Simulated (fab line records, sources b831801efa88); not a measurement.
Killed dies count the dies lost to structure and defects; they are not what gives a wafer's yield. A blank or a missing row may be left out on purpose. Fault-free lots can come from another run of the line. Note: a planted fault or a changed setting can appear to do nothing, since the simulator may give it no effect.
Which tool did it? -- flow sky130 -- Sampling: 11 lots, 33 wafers, 5 of 708 route steps

== WHAT EACH GAUGE READ, for each wafer ==
SKY_LI_CONTACT_CD_MEAS_12: the cd target is 170 nm.
lot,measured,on,cd_nm (nm)
L704,day 28 21:24,cd_sem-02,170.3 170.2 171.1
L705,day 28 23:42,cd_sem-01,173.7 173.5 173.4
L706,day 29 15:50,cd_sem-02,169.2 169.3 166.8
L707,day 29 20:34,cd_sem-01,169.6 170.6 169.2
L708,day 30 03:45,cd_sem-01,171.3 170.7 170.6
L709,day 30 13:42,cd_sem-01,168.4 168.5 169.0
L710,day 30 23:55,cd_sem-01,171.1 170.8 171.1
L711,day 31 11:54,cd_sem-02,170.1 170.8 172.1
L719,day 34 11:00,cd_sem-01,170.2 169.0 168.8
L722,day 34 18:02,cd_sem-01,172.9 172.0 171.7
L725,day 36 05:28,cd_sem-01,171.4 169.9 171.6

SKY_CONTACT_THK_MEAS_03.
lot,measured,on,CONTACT_HDPCVD_THK (nm)
L704,day 30 04:25,film_metro-02,564 555 551
L705,day 30 06:38,film_metro-04,559 565 555
L706,day 30 21:32,film_metro-01,564 567 560
L707,day 31 02:19,film_metro-02,560 565 553
L708,day 31 10:37,film_metro-02,572 560 565
L709,day 31 19:10,film_metro-02,570 568 564
L710,day 32 06:08,film_metro-04,570 568 567
L711,day 32 17:49,film_metro-01,557 557 563
L719,day 35 15:10,film_metro-01,568 562 559
L722,day 35 23:31,film_metro-01,806 559 560 807 558 560
L725,day 37 09:46,film_metro-01,574 565 559

== TOOL THAT RAN EACH LOT (tool first, then ch and the chambers of the sampled wafers, then the start) ==
lot,SKY_RES_XHIGH_STRIP_08,SKY_LOCAL_INTERCONNECT_METAL_ETCH_14,SKY_CONTACT_HDPCVD_02
L704,"plasma_asher-04 ch 0,1, day 26 11:03","rie_metal-01 ch 0,1, day 30 03:31","hdpcvd-01 ch 0,2, day 30 04:20"
L705,"plasma_asher-01 ch 0,1, day 26 13:07","rie_metal-01 ch 0,1, day 30 05:44","hdpcvd-01 ch 1,2, day 30 06:34"
L706,"plasma_asher-04 ch 0,1, day 27 05:52","rie_metal-01 ch 0,1, day 30 20:41","hdpcvd-01 ch 0,1, day 30 21:28"
L707,"plasma_asher-02 ch 0,1, day 27 09:24","rie_metal-03 ch 0,1, day 31 01:31","hdpcvd-02 ch 0,1, day 31 02:15"
L708,"plasma_asher-01 ch 0,1, day 27 17:42","rie_metal-03 ch 0,1, day 31 09:20","hdpcvd-01 ch 0,1,2, day 31 10:32"
L709,"plasma_asher-02 ch 0, day 28 02:55","rie_metal-04 ch 0, day 31 18:16","hdpcvd-01 ch 0,2, day 31 19:06"
L710,"plasma_asher-04 ch 0,1, day 28 14:15","rie_metal-03 ch 0,1, day 32 05:16","hdpcvd-01 ch 0,2, day 32 06:03"
L711,"plasma_asher-02 ch 0,1, day 29 02:46","rie_metal-03 ch 0,1, day 32 16:59","hdpcvd-01 ch 0,1,2, day 32 17:44"
L719,"plasma_asher-04 ch 0,1, day 32 02:55","rie_metal-03 ch 0,1, day 35 14:20","hdpcvd-02 ch 0,1, day 35 15:05"
L722,"plasma_asher-01 ch 0,1, day 32 12:14","rie_metal-01 ch 1, day 35 22:38","hdpcvd-01 ch 0,1,2, day 35 23:25"
L725,"plasma_asher-01 ch 0,1, day 33 22:51","rie_metal-03 ch 0,1, day 37 08:58","hdpcvd-02 ch 0,1,2, day 37 09:42"
- SKY_RES_XHIGH_STRIP_08: strips in O2/N2.
- SKY_LOCAL_INTERCONNECT_METAL_ETCH_14: etches TiN in Cl2/BCl3, stops on PSG, target depth 110 nm, time 31.4 s.
- SKY_CONTACT_HDPCVD_02: deposits SiO2, target thk 565 nm, time 94.2 s.

== WHAT THE TOOLS THEMSELVES READ (means of the sampled wafers that have a number; where no wafer has one, the mark that the record gives instead) ==
SKY_RES_XHIGH_STRIP_08.
lot,tool,drypump_motor_current_A (A),o2_flow_sccm (sccm),oes_product_au (a.u.),strip_time_to_endpoint_s (s)
L704,plasma_asher-04,5.8,2989,0.713,14.27
L705,plasma_asher-01,5.4,2994,0.709,14.26
L706,plasma_asher-04,5.8,3012,0.710,14.24
L707,plasma_asher-02,5.0,3001,0.703,14.24
L708,plasma_asher-01,5.4,2994,0.711,14.33
L709,plasma_asher-02,5.7,2998,0.708,14.28
L710,plasma_asher-04,5.9,2997,0.708,14.29
L711,plasma_asher-02,5.0,3001,0.710,14.27
L719,plasma_asher-04,5.8,3004,0.714,14.27
L722,plasma_asher-01,5.4,3001,0.710,14.25
L725,plasma_asher-01,5.3,2998,0.714,14.28

SKY_LOCAL_INTERCONNECT_METAL_ETCH_14.
lot,tool,drypump_motor_current_A (A),oes_product_au (a.u.),throttle_valve_pct (%)
L704,rie_metal-01,5.8,0.942,21.899
L705,rie_metal-01,5.8,0.938,21.905
L706,rie_metal-01,5.8,0.943,21.901
L707,rie_metal-03,6.1,0.939,21.900
L708,rie_metal-03,6.1,0.940,21.898
L709,rie_metal-04,5.8,0.939,21.899
L710,rie_metal-03,6.2,0.945,21.901
L711,rie_metal-03,6.1,0.924,21.899
L719,rie_metal-03,6.1,0.943,21.899
L722,rie_metal-01,5.5,0.945,21.895
L725,rie_metal-03,6.1,0.940,21.899

== THE ANSWER, worked out from the rows above alone ==
Rule: the lots themselves supply what counts as usual. Put in order of their means at a reading, lots are off if they are a third of the lots or fewer, leave a main group of 4 or more, and stand apart from it by a gap of 3 or more times the standard deviation of the main group's means; of several such gaps the widest counts. If all means in a main group match to the digits the tables above print for the reading, that group is not used. Also off: a lot with no number at a reading for which 4 or more lots have one. Where the step has rows for the other lots, those lots are counted as sound. The gauges are gone through in route order, then the tools' own readings, and for those a lot's mean is taken as printed above. The first step at which some lot is off is used, and at that step the reading that is off furthest; a lot without a number counts as furthest.
Off: L722, seen at SKY_CONTACT_THK_MEAS_03 (CONTACT_HDPCVD_THK). Main group: mean 563 nm, sd 3.8.
A tool fits if, at a process step before that reading, it ran every lot that is off, and no sound lot after the first of them. Those tools and the gauges at SKY_CONTACT_THK_MEAS_03 are tried in the same way. Can't be told from this: 2 tools fit, rie_metal-01 at SKY_LOCAL_INTERCONNECT_METAL_ETCH_14, hdpcvd-01 at SKY_CONTACT_HDPCVD_02.

== WHAT THE SIMULATOR PUT IN ==
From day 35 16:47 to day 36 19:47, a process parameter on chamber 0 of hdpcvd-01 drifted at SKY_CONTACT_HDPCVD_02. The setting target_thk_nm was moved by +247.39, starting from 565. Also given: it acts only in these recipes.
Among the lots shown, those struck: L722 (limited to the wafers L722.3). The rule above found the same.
